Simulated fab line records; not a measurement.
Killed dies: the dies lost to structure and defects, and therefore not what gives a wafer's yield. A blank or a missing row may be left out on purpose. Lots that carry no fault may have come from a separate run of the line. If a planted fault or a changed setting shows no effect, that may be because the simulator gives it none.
Struck lot and sound lot, side by side ; flow sfq line ; 20 out of 325 route steps
Sound: wafers L423.1, L423.5, L423.6. Struck: wafers L438.1, L438.6. (L438.2 of the same lot was not struck and is left out.) The cause comes at the end.
For every step that has rows: the tool of each side, followed by ch and its chambers, followed by its first start. Under that, the readings that differ: sound wafers ; struck wafers ; difference of the means ; sigmas: that difference in standard deviations of wafers without a fault.
alike: same words and numbers on both sides, and readings whose means sit less than 2 such deviations apart. not compared: any withheld reading, any reading some wafer has no value for, any bound like >300 that may hide the same value, and any number with overlapping values for which the record gives no deviation.
A row with sigmas, a row that says differs or no value, or rows on one side alone: a step with any of these is where the two part. Numbers that don't overlap but have no deviation are shown without sigmas and don't part them. A reading that every wafer of one side lacks parts them only if that side has two wafers or more.

first, 2 steps without rows for these wafers: SFQ_TRILAYER_I1_VIA_LITHO_PEB_052 (peb time 60 s); SFQ_TRILAYER_I1_VIA_LITHO_DEVELOP_051 (time 60 s).
SFQ_I1_OVL_MEAS_913:
  sound: overlay-01 at day 30 01:47; struck: overlay-02 at day 34 01:11
  alike: I1_OVL
then, 1 step without rows for these wafers: SFQ_TRILAYER_I1_VIA_BARC_OPEN_VIA_ETCH_071 (etches BARC in O2, target depth 125 nm, time 41.7 s).
SFQ_TRILAYER_I1_VIA_ETCH_VIA_ETCH_052: etches SiO2 in CHF3, stops on Nb, target depth 260 nm.
  sound on rie diel-01 ch 0,3, day 30 01:52; struck on rie diel-01 ch 0,1, day 34 01:16
  alike: bias w, drypump motor current A, oes product au
SFQ_TRILAYER_I1_VIA_STRIP_STRIP_053: strips in O2.
  sound on rie metal-04 ch 0,1, day 30 01:59; struck on rie metal-04 ch 1, day 34 01:23
reading;sound;struck;difference;sigmas
he backside leak sccm (sccm);4.9 3.4 3.8;3.8 6.8;+1.3;+4
  alike: drypump motor current A, oes product au
  not compared: rf hours counter h
then, 2 steps without rows for these wafers: SFQ_TRILAYER_I1_VIA_STRIP_SOLV_CLEAN_054 (cleans in NMP, time 600 s); SFQ_TRILAYER_M2_DEP_PRE_CLEAN_056 (time 22.5 s).
SFQ_TRILAYER_M2_DEP_SPUTTER_055: material Nb, target thk 200 nm, time 133.3 s.
  sound: pvd sputter-03 at day 30 02:47; struck: pvd sputter-06 at day 34 02:11
reading;sound;struck;difference;sigmas
throttle valve pct (%);30.6 29.5 29.6;28.4 28.9;-1.3;-2
SFQ_M2_RS_MEAS_914: uses a four-point probe to measure.
  sound: film metro-03 at day 30 02:52; struck: film metro-01 at day 34 02:16
reading;sound;struck;difference;sigmas
M2_NB_RS (ohm/sq);0.867 0.876 0.876;0.919 0.917;+0.045;+4
then, 1 step without rows for these wafers: SFQ_TRILAYER_M2_LITHO_COAT_062 (resist thk 62 nm).
SFQ_TRILAYER_M2_LITHO_COAT_057: resist thk 600 nm.
  sound on litho track-03 ch 0, day 30 03:21; struck on litho track-03 ch 0, day 34 02:45
reading;sound;struck;difference;sigmas
model.KrF_of_TRILAYER_M2_LITHO_COAT_057.thk nm (nm);601 600.2 600.3;584.1 585.9;-15.5;
then, 4 steps without rows for these wafers: SFQ_TRILAYER_M2_LITHO_SOFTBAKE_061; SFQ_TRILAYER_M2_LITHO_EXPOSE_058 (exposes mask M2, target cd 500 nm); SFQ_TRILAYER_M2_LITHO_PEB_060 (peb time 60 s); SFQ_TRILAYER_M2_LITHO_DEVELOP_059 (time 60 s).
-- the record jumps here: 6 days lie between the struck wafers' starts before and after --
SFQ_M2_OVL_MEAS_916:
  sound: overlay-02 at day 36 14:37; struck: overlay-02 at day 40 06:50
  alike: M2_OVL
SFQ_TRILAYER_M2_BARC_OPEN_METAL_ETCH_077: etches BARC in O2, target depth 125 nm, time 41.7 s.
  sound on rie metal-02 ch 0,1, day 36 14:39; struck on rie metal-03 ch 0,1, day 40 06:52
  alike: bias w, drypump motor current A, he backside leak sccm, oes product au
  not compared: rf hours counter h
SFQ_TRILAYER_M2_ETCH_METAL_ETCH_060: etches Nb in Cl2/Ar, stops on SiO2, target depth 240 nm, time 120 s.
  sound on rie metal-02 ch 0,1, day 36 14:42; struck on rie metal-03 ch 0,1, day 40 06:56
reading;sound;struck;difference;sigmas
oes product au (a.u.);0.907 0.901 0.902;0.876 0.874;-0.028;-3
model.KrF_of_TRILAYER_M2_LITHO_COAT_057.thk nm (nm);378.3 378.5 378.6;365.3 371.2;-10.2;
  alike: bias w, drypump motor current A, he backside leak sccm
  not compared: rf hours counter h
SFQ_TRILAYER_M2_STRIP_STRIP_061: strips in O2.
  sound on rie metal-02 ch 0,1, day 36 14:50; struck on rie metal-03 ch 0,1, day 40 07:03
  alike: drypump motor current A, he backside leak sccm, oes product au
  not compared: rf hours counter h

WHERE THEY PART
Last at SFQ_TRILAYER_M2_ETCH_METAL_ETCH_060 as far as this record goes, first at SFQ_TRILAYER_I1_VIA_STRIP_STRIP_053. Later steps at which nothing parts them and some readings are alike: SFQ_TRILAYER_M2_STRIP_STRIP_061.

WHY: what had been put in by the simulator
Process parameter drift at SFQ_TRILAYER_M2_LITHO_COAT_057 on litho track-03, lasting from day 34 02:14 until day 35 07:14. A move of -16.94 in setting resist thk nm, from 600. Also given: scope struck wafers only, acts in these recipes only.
